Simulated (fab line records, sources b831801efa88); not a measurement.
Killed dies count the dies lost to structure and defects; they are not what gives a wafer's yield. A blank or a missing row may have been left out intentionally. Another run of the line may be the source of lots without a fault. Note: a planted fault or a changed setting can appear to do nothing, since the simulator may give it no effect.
fab line records ; flow sky130
record: lots: 13; wafers: 39; lastDay: 50
route steps=708 shown POLY_GATE@236 LDD_N@253 LDD_P@261 LDD_HVP@287 PAD_OPEN@708
lots with no fault: from the same line, run without faults
startH: hours from the record's opening day to when the first of the lot's shown wafers began ; waitH: hours elapsed since this lot's preceding step ; " same as the row above ; L1.1+2: a single row standing in for several wafers ; - either no value or no given start ; * or withheld: withheld ; < > ~ a bound
route shown NAME@n: NAME is a module with steps in the file, n the number in the route of the first one ; usual: mean and standard deviation over wafers with no fault ; same: alike in all rows ; chamber/n: place in a boat ; sites: readings site by site ; _std_site: how widely they spread, as a standard deviation ; _edge_site: outer sites' mean less inner sites' ; radiusMm: how far each site lies from the wafer's centre ; mask NAME#n: copy n ; behind: the tool/chamber that last shaped the wafer ; hold: why the lot went on hold/how many hours it stayed there/how the hold came to an end ; device: whichever transistor did not switch (one of n, p or np) ; end of line: the route-end tests of the same wafers ; a step given without rows: its recipe and nothing more ; killed: not the wafer's yield, but the dies lost to structure and defects at the first sort ; map: the dies of a wafer, with x for killed, . for not killed, _ for no die there
set.NAME: the setting as run; set.NAME@STEP: as run at that earlier step ; model.NAME: the simulator's own value behind a step, which no gauge read
the route's steps for a sample of lots (tables are steps, rows are wafers)
services: from which hour (startH, from the record's first day; less than 0 if before it) a tool's chamber was out of use, for how many hours, and why
== steps ==
step: SKY_POLY_GATE_CD_MEAS_22
usual: cdNm: 149.7/2.1
lot.wafer;tool;chamber;startH;waitH;cdNm
L931.1;cdSem-02;-;361.65;0.1;150.6
L931.2;cdSem-02;-;361.65;0.1;147.6
L931.3;cdSem-02;-;361.65;0.1;147.9
L932.2;cdSem-01;-;369.80;0.1;147.4
L932.3;cdSem-01;-;369.80;0.1;145.4
L932.5;cdSem-01;-;369.80;0.1;148.6
L933.2;cdSem-02;-;380.68;0.1;148.6
L933.3;cdSem-02;-;380.68;0.1;151.7
L933.6;cdSem-02;-;380.68;0.1;147.3
L934.3;cdSem-02;-;423.88;0.1;152.1
L934.4;cdSem-02;-;423.88;0.1;151.1
L934.5;cdSem-02;-;423.88;0.1;151.6
L936.2;cdSem-01;-;437.43;0.1;153.4
L936.4;cdSem-01;-;437.43;0.1;149.8
L936.6;cdSem-01;-;437.43;0.1;154.0
L939.3;cdSem-02;-;460.38;0.1;148.7
L939.4;cdSem-02;-;460.38;0.1;145.3
L939.5;cdSem-02;-;460.38;0.1;145.4
L940.3;cdSem-02;-;464.41;0.1;146.8
L940.4;cdSem-02;-;464.41;0.1;148.2
L940.5;cdSem-02;-;464.41;0.1;147.6
L943.1;cdSem-01;-;482.00;0.1;149.3
L943.2;cdSem-01;-;482.00;0.1;149.7
L943.6;cdSem-01;-;482.00;0.1;149.3
L949.1;cdSem-02;-;526.78;0.2;152.7
L949.3;cdSem-02;-;526.78;0.2;152.1
L949.6;cdSem-02;-;526.78;0.2;152.1
L951.1;cdSem-01;-;549.00;0.1;149.0
L951.2;cdSem-01;-;549.00;0.1;150.1
L951.6;cdSem-01;-;549.00;0.1;152.3
L952.1;cdSem-02;-;556.81;0.1;152.3
L952.3;cdSem-02;-;556.81;0.1;151.8
L952.6;cdSem-02;-;556.81;0.1;149.0
L953.1;cdSem-01;-;559.96;0.1;151.8
L953.4;cdSem-01;-;559.96;0.1;152.8
L953.6;cdSem-01;-;559.96;0.1;150.6
L954.1;cdSem-01;-;570.62;0.1;147.5
L954.2;cdSem-01;-;570.62;0.1;147.6
L954.3;cdSem-01;-;570.62;0.1;147.1
step: SKY_LDD_N_STRIP_16
recipe: chemistry: O2/N2; powerW: 1400; pressureMtorr: 1500; platenTempC: withheld; o2FlowSccm: 3000; n2FlowSccm: 300; overashFraction: 0.5
usual: drypumpMotorCurrentA: 5.4/0.54; oesProductAu: 0.407/0.0044; stripTimeToEndpointS: 4.319/0.014
lot.wafer;tool;chamber;startH;waitH;drypumpMotorCurrentA;oesProductAu;rfHoursCounterH;stripTimeToEndpointS
L931.1;plasmaAsher-02;1;391.10;0.1;6.4;0.401;58;4.350
L931.2;plasmaAsher-02;0;391.10;0.1;5.9;0.399;58;4.342
L931.3;plasmaAsher-02;0;391.10;0.1;5.8;0.410;-;4.319
L932.2;plasmaAsher-03;0;399.12;0.1;4.9;0.406;24;4.326
L932.3;plasmaAsher-03;1;399.12;0.1;4.9;0.408;-;4.315
L932.5;plasmaAsher-03;0;399.12;0.1;4.9;0.409;-;4.317
L933.2;plasmaAsher-03;1;410.35;0.1;4.9;0.408;26;4.314
L933.3;plasmaAsher-03;1;410.35;0.1;4.9;0.402;-;4.312
L933.6;plasmaAsher-03;0;410.35;0.1;4.9;0.404;-;4.278
L934.3;plasmaAsher-02;0;455.73;0.1;5.9;0.405;-;4.319
L934.4;plasmaAsher-02;1;455.73;0.1;6.4;0.403;-;4.337
L934.5;plasmaAsher-02;1;455.73;0.1;6.4;0.412;-;4.351
L936.2;plasmaAsher-02;0;469.83;0.1;5.9;0.409;68;4.324
L936.4;plasmaAsher-02;0;469.83;0.1;5.8;0.414;-;4.335
L936.6;plasmaAsher-02;1;469.83;0.1;6.4;0.408;-;4.340
L939.3;plasmaAsher-03;1;491.83;0.1;4.9;0.403;-;4.316
L939.4;plasmaAsher-03;0;491.83;0.1;4.9;0.408;-;4.338
L939.5;plasmaAsher-03;1;491.83;0.1;4.9;0.413;-;4.315
L940.3;plasmaAsher-04;0;496.00;0.1;5.7;0.411;-;4.324
L940.4;plasmaAsher-04;1;496.00;0.1;5.2;0.408;-;4.320
L940.5;plasmaAsher-04;0;496.00;0.1;5.7;0.404;-;4.332
L943.1;plasmaAsher-04;1;513.68;0.1;5.2;0.408;7;4.327
L943.2;plasmaAsher-04;0;513.68;0.1;5.7;0.410;7;4.317
L943.6;plasmaAsher-04;1;513.68;0.1;5.2;0.409;-;4.329
L949.1;plasmaAsher-03;0;557.68;0.1;4.9;0.409;40;4.307
L949.3;plasmaAsher-03;0;557.68;0.1;4.9;0.418;-;4.295
L949.6;plasmaAsher-03;1;557.68;0.1;4.9;0.399;-;4.293
L951.1;plasmaAsher-03;0;579.56;0.1;4.9;0.403;43;4.338
L951.2;plasmaAsher-03;1;579.56;0.1;4.9;0.405;43;4.315
L951.6;plasmaAsher-03;0;579.56;0.1;4.9;0.405;-;4.326
L952.1;plasmaAsher-02;0;587.16;0.1;5.9;0.399;79;4.312
L952.3;plasmaAsher-02;0;587.16;0.1;5.8;0.407;-;4.299
L952.6;plasmaAsher-02;1;587.16;0.1;6.4;0.407;-;4.323
L953.1;plasmaAsher-04;0;590.65;0.1;5.7;0.405;15;4.300
L953.4;plasmaAsher-04;1;590.65;0.1;5.2;0.415;-;4.312
L953.6;plasmaAsher-04;0;590.65;0.1;5.7;0.408;-;4.308
L954.1;plasmaAsher-04;1;600.63;0.1;5.2;0.409;16;4.331
L954.2;plasmaAsher-04;0;600.63;0.1;5.7;0.410;16;4.305
L954.3;plasmaAsher-04;0;600.63;0.1;5.7;0.408;-;4.296
step: SKY_LDD_P_DEVELOP_06
recipe: resist: NOVOLAK; developer: TMAH; developTimeS: 60; devTempC: 23
usual: developerTempC: 22.98/0.1
lot.wafer;tool;chamber;startH;waitH;developerTempC
L931.1;lithoTrack-04;0;419.68;0.1;22.94
L931.2;lithoTrack-04;0;419.68;0.1;23.12
L931.3;lithoTrack-04;0;419.68;0.1;23.05
L932.2;lithoTrack-01;0;428.39;0.1;23.01
L932.3;lithoTrack-01;0;428.39;0.1;23.13
L932.5;lithoTrack-01;0;428.39;0.1;23.05
L933.2;lithoTrack-04;0;440.11;0.1;22.96
L933.3;lithoTrack-04;0;440.11;0.1;22.91
L933.6;lithoTrack-04;0;440.11;0.1;22.88
L934.3;lithoTrack-04;0;486.68;0.1;22.95
L934.4;lithoTrack-04;0;486.68;0.1;23.03
L934.5;lithoTrack-04;0;486.68;0.1;23.06
L936.2;lithoTrack-04;0;500.00;0.1;22.93
L936.4;lithoTrack-04;0;500.00;0.1;22.95
L936.6;lithoTrack-04;0;500.00;0.1;23.03
L939.3;lithoTrack-03;0;522.06;0.1;22.89
L939.4;lithoTrack-03;0;522.06;0.1;22.76
L939.5;lithoTrack-03;0;522.06;0.1;23.08
L940.3;lithoTrack-04;0;526.58;0.1;22.25
L940.4;lithoTrack-04;0;526.58;0.1;22.37
L940.5;lithoTrack-04;0;526.58;0.1;22.29
L943.1;lithoTrack-04;0;544.03;0.1;22.27
L943.2;lithoTrack-04;0;544.03;0.1;22.29
L943.6;lithoTrack-04;0;544.03;0.1;22.28
L949.1;lithoTrack-03;0;586.56;0.1;23.07
L949.3;lithoTrack-03;0;586.56;0.1;22.89
L949.6;lithoTrack-03;0;586.56;0.1;23.01
L951.1;lithoTrack-03;0;608.91;0.1;22.89
L951.2;lithoTrack-03;0;608.91;0.1;22.72
L951.6;lithoTrack-03;0;608.91;0.1;22.97
L952.1;lithoTrack-01;0;616.82;0.1;23.05
L952.3;lithoTrack-01;0;616.82;0.1;22.96
L952.6;lithoTrack-01;0;616.82;0.1;23.07
L953.1;lithoTrack-01;0;618.97;0.1;23.04
L953.4;lithoTrack-01;0;618.97;0.1;23.01
L953.6;lithoTrack-01;0;618.97;0.1;23.00
L954.1;lithoTrack-04;0;629.23;0.1;22.99
L954.2;lithoTrack-04;0;629.23;0.1;22.89
L954.3;lithoTrack-04;0;629.23;0.1;22.98
step: SKY_LDD_HVP_STRIP_09
recipe: chemistry: O2/N2; powerW: 1400; pressureMtorr: 1500; platenTempC: withheld; o2FlowSccm: 3000; n2FlowSccm: 300; overashFraction: 0.5
usual: drypumpMotorCurrentA: 5.5/0.59; oesProductAu: 0.409/0.0045; stripTimeToEndpointS: 4.138/0.016
lot.wafer;tool;chamber;startH;waitH;drypumpMotorCurrentA;oesProductAu;rfHoursCounterH;stripTimeToEndpointS
L931.1;plasmaAsher-02;0;481.88;0.1;5.8;0.409;69;4.128
L931.2;plasmaAsher-02;1;481.88;0.1;6.4;0.408;69;4.126
L931.3;plasmaAsher-02;0;481.88;0.1;5.8;0.412;-;4.164
L932.2;plasmaAsher-02;1;489.80;0.1;6.4;0.416;70;4.153
L932.3;plasmaAsher-02;1;489.80;0.1;6.4;0.409;-;4.180
L932.5;plasmaAsher-02;1;489.80;0.1;6.4;0.414;-;4.171
L933.2;plasmaAsher-01;1;502.60;0.1;4.9;0.405;80;4.142
L933.3;plasmaAsher-01;1;502.60;0.1;4.9;0.406;-;4.132
L933.6;plasmaAsher-01;0;502.60;0.1;6.0;0.407;-;4.129
L934.3;plasmaAsher-03;1;548.58;0.1;4.9;0.412;-;4.140
L934.4;plasmaAsher-03;0;548.58;0.1;4.9;0.415;-;4.150
L934.5;plasmaAsher-03;1;548.58;0.1;4.9;0.405;-;4.152
L936.2;plasmaAsher-01;0;561.25;0.1;6.0;0.403;86;4.131
L936.4;plasmaAsher-01;1;561.25;0.1;4.9;0.412;-;4.145
L936.6;plasmaAsher-01;0;561.25;0.1;6.0;0.413;-;4.145
L939.3;plasmaAsher-03;1;582.54;0.1;4.9;0.406;-;4.134
L939.4;plasmaAsher-03;0;582.54;0.1;4.9;0.404;-;4.132
L939.5;plasmaAsher-03;1;582.54;0.1;4.9;0.412;-;4.126
L940.3;plasmaAsher-03;0;586.84;0.1;4.9;0.401;-;4.137
L940.4;plasmaAsher-03;1;586.84;0.1;4.9;0.405;-;4.126
L940.5;plasmaAsher-03;1;586.84;0.1;4.9;0.410;-;4.138
L943.1;plasmaAsher-01;1;603.65;0.1;5.0;0.421;91;4.137
L943.2;plasmaAsher-01;0;603.65;0.1;6.0;0.403;91;4.151
L943.6;plasmaAsher-01;0;603.65;0.1;6.0;0.406;-;4.147
L949.1;plasmaAsher-01;1;645.63;0.1;4.9;0.404;95;4.131
L949.3;plasmaAsher-01;1;645.63;0.1;4.9;0.409;-;4.129
L949.6;plasmaAsher-01;1;645.63;0.1;4.9;0.400;-;4.119
L951.1;plasmaAsher-03;0;667.55;0.1;4.9;0.407;51;4.141
L951.2;plasmaAsher-03;1;667.55;0.1;4.9;0.411;51;4.143
L951.6;plasmaAsher-03;1;667.55;0.1;4.9;0.415;-;4.143
L952.1;plasmaAsher-02;1;674.90;0.1;6.4;0.411;88;4.164
L952.3;plasmaAsher-02;0;674.90;0.1;5.9;0.409;-;4.160
L952.6;plasmaAsher-02;0;674.90;0.1;5.8;0.413;-;4.161
L953.1;plasmaAsher-01;0;677.23;0.1;6.0;0.413;98;4.113
L953.4;plasmaAsher-01;1;677.23;0.1;4.9;0.410;-;4.124
L953.6;plasmaAsher-01;0;677.23;0.1;6.1;0.408;-;4.117
L954.1;plasmaAsher-01;0;687.45;0.1;6.0;0.413;99;4.162
L954.2;plasmaAsher-01;1;687.45;0.1;5.0;0.410;99;4.140
L954.3;plasmaAsher-01;1;687.45;0.1;5.0;0.407;-;4.150
step: SKY_PAD_OPEN_PROBE_99
usual: killed_at_M0_to_M3: 44/7.2; killed_at_M4_up: 3.2/1.8; killedAtContacts: 24/5.4; killedAtFrontEnd: 15/4; killedAtOther: 0.3/0.56; killedDies: 87/9.2; killedOpen: 47/7.3; killedShort: 39/5.7
same: grossDies: 492; killedAtBackSide: 0
lot.wafer;tool;chamber;startH;waitH;killed_at_M0_to_M3;killed_at_M4_up;killedAtContacts;killedAtFrontEnd;killedAtOther;killedDies;killedOpen;killedShort
L951.1;prober-02;-;1187.38;0.1;38;2;24;24;0;88;40;46
L951.2;prober-02;-;1187.43;0.1;36;5;15;21;0;77;42;35
L951.6;prober-02;-;1187.63;0.2;32;3;22;17;0;74;40;33
L952.1;prober-01;-;1190.93;0.1;42;3;20;12;2;79;41;38
L952.3;prober-01;-;1191.03;0.2;37;3;29;10;0;79;48;31
L952.6;prober-01;-;1191.18;0.2;44;2;24;10;0;80;53;26
killed by level:class
L951.1 VIA1:geometricParticle:open=10 VIA2:geometricParticle:open=7 FIELD_ISO:geometricParticle:short=6 POLY_GATE:geometricParticle:short=6 FIELD_ISO:geometricParticle:open=5 LI_CONTACT:geometricParticle:short=5 LI_CONTACT:geometricParticle:open=5 CONTACT:geometricParticle:short=5
L951.2 CONTACT:geometricParticle:open=7 FIELD_ISO:geometricParticle:short=5 METAL1:geometricParticle:short=5 VIA3:geometricParticle:short=5 VIA1:geometricParticle:open=5 VIA3:geometricParticle:open=5 VIA2:geometricParticle:open=5 METAL4:geometricParticle:short=5
L951.6 VIA1:geometricParticle:open=9 LI_CONTACT:geometricParticle:open=8 CONTACT:geometricParticle:open=6 VIA2:geometricParticle:open=6 FIELD_ISO:geometricParticle:short=5 FIELD_ISO:geometricParticle:open=5 POLY_GATE:geometricParticle:short=5 VIA1:geometricParticle:short=4
L952.1 VIA1:geometricParticle:open=10 CONTACT:geometricParticle:open=8 METAL1:geometricParticle:short=6 LOCAL_INTERCONNECT:geometricParticle:short=5 VIA3:geometricParticle:open=5 METAL2:geometricParticle:open=5 POLY_GATE:geometricParticle:open=4 SPACER:geometricParticle:short=4
L952.3 VIA1:geometricParticle:open=10 CONTACT:geometricParticle:open=9 LI_CONTACT:geometricParticle:open=8 VIA2:geometricParticle:open=7 CONTACT:geometricParticle:short=6 METAL2:geometricParticle:short=4 VIA3:geometricParticle:open=4 POLY_GATE:geometricParticle:open=3
L952.6 VIA1:geometricParticle:open=12 CONTACT:geometricParticle:open=12 VIA2:geometricParticle:open=9 METAL2:geometricParticle:short=8 LI_CONTACT:geometricParticle:open=7 VIA3:geometricParticle:open=4 FIELD_ISO:geometricParticle:open=3 CONTACT:geometricParticle:short=3
== services ==
tool;chamber;startH;hours;kind
plasmaAsher-02;-;387.77;0.6;repair
plasmaAsher-03;-;392.11;6.1;repair
plasmaAsher-04;-;421.25;9.0;pm
plasmaAsher-04;0;421.25;9.0;ventCycle
plasmaAsher-04;1;421.25;9.0;ventCycle
plasmaAsher-04;-;423.54;0.4;repair
plasmaAsher-04;0;430.25;-;clean
plasmaAsher-04;1;430.25;-;clean
plasmaAsher-01;-;437.62;14.6;pm
plasmaAsher-04;-;451.88;13.1;repair
plasmaAsher-03;-;453.11;4.3;pm
plasmaAsher-04;-;468.82;4.3;repair
lithoTrack-03;-;493.54;-;consumableReplace:filter
plasmaAsher-04;-;603.16;1.8;repair
plasmaAsher-02;-;625.30;2.4;repair
== key ==
firstSign: step: SKY_LDD_P_DEVELOP_06; reading: developerTempC; direction: down; sigmas: 6.7; usual: *; struck: *
effect none on later readings
metAt SKY_LDD_P_DEVELOP_06
struckLots L940,L943
testerLeftOut L940,L943
notActingAt SKY_POLY_GATE_CD_MEAS_22,SKY_LDD_N_STRIP_16,SKY_LDD_HVP_STRIP_09
onsetBetween 500.00 526.58
fault: kind: processParameterDrift; tool: lithoTrack-04; chamber: -; onsetH: 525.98; steps: SKY_LDD_P_DEVELOP_06; channel: devTempC; offset: *; shape: step; endH: 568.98; actsIn: *; stated: *
testerLeftOut: of these lots the tester's yield and bins aren't shown, on N5 and GAA mostly nor the transistor test; their killed dies are dies lost to structure and defects alone, not to doping, threshold or leakage, so they don't give the yield
